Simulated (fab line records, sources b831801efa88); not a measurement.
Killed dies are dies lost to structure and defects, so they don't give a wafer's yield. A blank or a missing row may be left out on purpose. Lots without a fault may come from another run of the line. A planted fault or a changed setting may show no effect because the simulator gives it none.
Which tool did it? | flow gf180mcu | 6 lots, 18 wafers sampled, at 3 steps of a route of 602

WHAT THE GAUGES READ, wafer by wafer
GF_VT_IMPLANT_OVL_MEAS_40.
lot  | measured     | on         | VT_IMPLANT_03_OVL (nm)
L375 | day 7 19:58  | overlay-01 | 1.5 1.2 -0.9
L377 | day 8 10:29  | overlay-01 | -2.9 -1.9 0.7
L380 | day 9 03:11  | overlay-02 | 2.6 1.5 -0.9
L389 | day 11 17:49 | overlay-01 | -0.9 -0.2 0.1
L394 | day 13 05:50 | overlay-01 | 0.7 0.3 1.4
L396 | day 13 19:34 | overlay-02 | 1.5 1.2 2.1

WHICH TOOL RAN EACH LOT (tool, then ch and the chambers of the sampled wafers, then the start)
lot  | GF_STI_ETCH_14                  | GF_LVPWELL_STRIP_10
L375 | rie_si-01 ch 0,1, day 2 07:26   | plasma_asher-04 ch 0,1, day 4 03:43
L377 | rie_si-02 ch 1,2, day 2 16:38   | plasma_asher-04 ch 0,1, day 4 14:56
L380 | rie_si-02 ch 0,2,3, day 3 08:44 | plasma_asher-03 ch 1, day 5 06:32
L389 | rie_si-01 ch 0,1,2, day 5 07:26 | plasma_asher-03 ch 0,1, day 7 10:13
L394 | rie_si-01 ch 1,3, day 6 11:41   | plasma_asher-03 ch 0,1, day 8 15:22
L396 | rie_si-01 ch 0,1,3, day 6 19:08 | plasma_asher-03 ch 0,1, day 9 02:22
- GF_STI_ETCH_14: etches Si in HBr/Cl2/O2, target depth 360 nm, time 102.9 s.
- GF_LVPWELL_STRIP_10: strips in O2/N2.

THE ANSWER, worked out from the rows above alone
Rule: what is usual is taken from the lots themselves. Put in order of their means at a reading, lots are off if they are a third of the lots or fewer, leave a main group of 4 or more, and stand apart from it by a gap of 3 or more times the standard deviation of the main group's means; of several such gaps the widest counts. A main group whose means are all the same, to the digits that the tables above print for the reading, isn't used. A lot without any number at a reading at which 4 lots or more have one is off too. The other lots that the step has rows for count as sound.
No lot is off at any reading shown: from this, nothing can be told.

WHAT THE SIMULATOR HAD PUT IN
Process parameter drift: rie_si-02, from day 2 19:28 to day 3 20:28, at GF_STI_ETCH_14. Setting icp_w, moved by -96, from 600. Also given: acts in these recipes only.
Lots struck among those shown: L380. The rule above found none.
